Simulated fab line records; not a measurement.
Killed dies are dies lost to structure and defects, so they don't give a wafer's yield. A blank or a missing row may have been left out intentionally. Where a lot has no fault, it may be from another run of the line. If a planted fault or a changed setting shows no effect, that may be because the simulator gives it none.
Check for tools in common ; flow gf180mcu ; Sample size 13 lots and 39 wafers

## WHY THIS WAS OPENED
At GF_VT_IMPLANT_RS_MEAS_47 the reading NWELL_RS is flagged on 2 of 13 lots. Wafers without a fault read 487.7 ohm/sq, standard deviation 1.4.
Rule: a lot gets a flag if all its wafers with a number sit over 4 standard deviations from that mean, or if no wafer of it has a number. The other lots count as sound.

lot;measured;on;NWELL_RS (ohm/sq), wafer by wafer;flag
L614;day 8 00:46;filmMetro-04;487.8 487.1 486.8;
L615;day 8 01:18;filmMetro-01;489.3 489.3 488.6;
L616;day 8 09:21;filmMetro-04;485.8 484.8 485.3;
L617;day 8 15:43;filmMetro-04;486.8 486.7 487.3;
L618;day 8 19:39;filmMetro-01;487.8 486.9 488.8;
L619;day 8 23:35;filmMetro-02;485.9 485.2 486.8;
L622;day 9 22:13;filmMetro-02;488.7 486.4 488.0;
L627;day 11 10:08;filmMetro-02;537.4 538.1 537.1;FLAGGED
L628;day 11 15:17;filmMetro-01;542.2 540.6 539.9;FLAGGED
L631;day 12 06:03;filmMetro-01;488.0 489.4 489.3;
L633;day 12 23:28;filmMetro-01;490.4 489.8 490.2;
L634;day 13 05:18;filmMetro-02;488.2 487.8 489.0;
L635;day 13 12:27;filmMetro-04;486.1 486.6 485.8;
The numbers of the flagged lots are 539.2 ohm/sq on average: +51.5 ohm/sq against the usual, or +37 standard deviations.

## LOT BY LOT: THE TOOL USED
The record holds 1 process step before the reading, out of a route of 602 steps. In each cell: the tool, then ch and the chambers that the sampled wafers went through, then the start.
lot;flag;GF_NWELL_IMPLANT_09
L614;;implanter-01 ch 0, day 3 16:28
L615;;implanter-02 ch 0, day 3 16:30
L616;;implanter-02 ch 0, day 4 00:17
L617;;implanter-02 ch 0, day 4 06:08
L618;;implanter-02 ch 0, day 4 08:24
L619;;implanter-01 ch 0, day 4 11:57
L622;;implanter-02 ch 0, day 5 05:28
L627;FLAGGED;implanter-02 ch 0, day 6 10:58
L628;FLAGGED;implanter-02 ch 0, day 6 16:04
L631;;implanter-01 ch 0, day 7 04:21
L633;;implanter-04 ch 0, day 7 15:26
L634;;implanter-01 ch 0, day 7 21:01
L635;;implanter-01 ch 0, day 8 01:54
What these steps do:
- GF_NWELL_IMPLANT_09
- GF_VT_IMPLANT_RS_MEAS_47: measures by four-point-probe.

## FLAGGED OVER TOTAL, TOOL BY TOOL (the gauges that took the reading come last)
step;tool;lots run;flagged;share of the flagged lots;sound lots run after its first flagged lot
GF_NWELL_IMPLANT_09;implanter-01;5;0;none;-
GF_NWELL_IMPLANT_09;implanter-02;7;2;all;0
GF_NWELL_IMPLANT_09;implanter-04;1;0;none;-
GF_VT_IMPLANT_RS_MEAS_47;filmMetro-01;5;1;some;2 (L631,L633)
GF_VT_IMPLANT_RS_MEAS_47;filmMetro-02;4;1;some;1 (L634)
GF_VT_IMPLANT_RS_MEAS_47;filmMetro-04;4;0;none;-

## WHAT THE TABLE ALLOWS
In the table, 1 row covers all flagged lots: implanter-02 at GF_NWELL_IMPLANT_09.
- implanter-02 at GF_NWELL_IMPLANT_09: 2 of its 7 lots flagged. A fault beginning between L622 (day 5 05:28), its last sound lot, and L627 (day 6 10:58), its first flagged one, fits the data. Its own readings (doseIonsCm2, faradayCurrentUA) fall more than 4 standard deviations out on all wafers of the flagged lots.
What remains is a single tool, implanter-02 at GF_NWELL_IMPLANT_09.

## WHAT THE SIMULATOR HAD PUT IN
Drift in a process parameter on implanter-02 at GF_NWELL_IMPLANT_09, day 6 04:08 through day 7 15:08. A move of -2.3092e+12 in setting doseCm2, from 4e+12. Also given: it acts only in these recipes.
Struck lots among those shown: L627, L628. The same result came from the rule above.
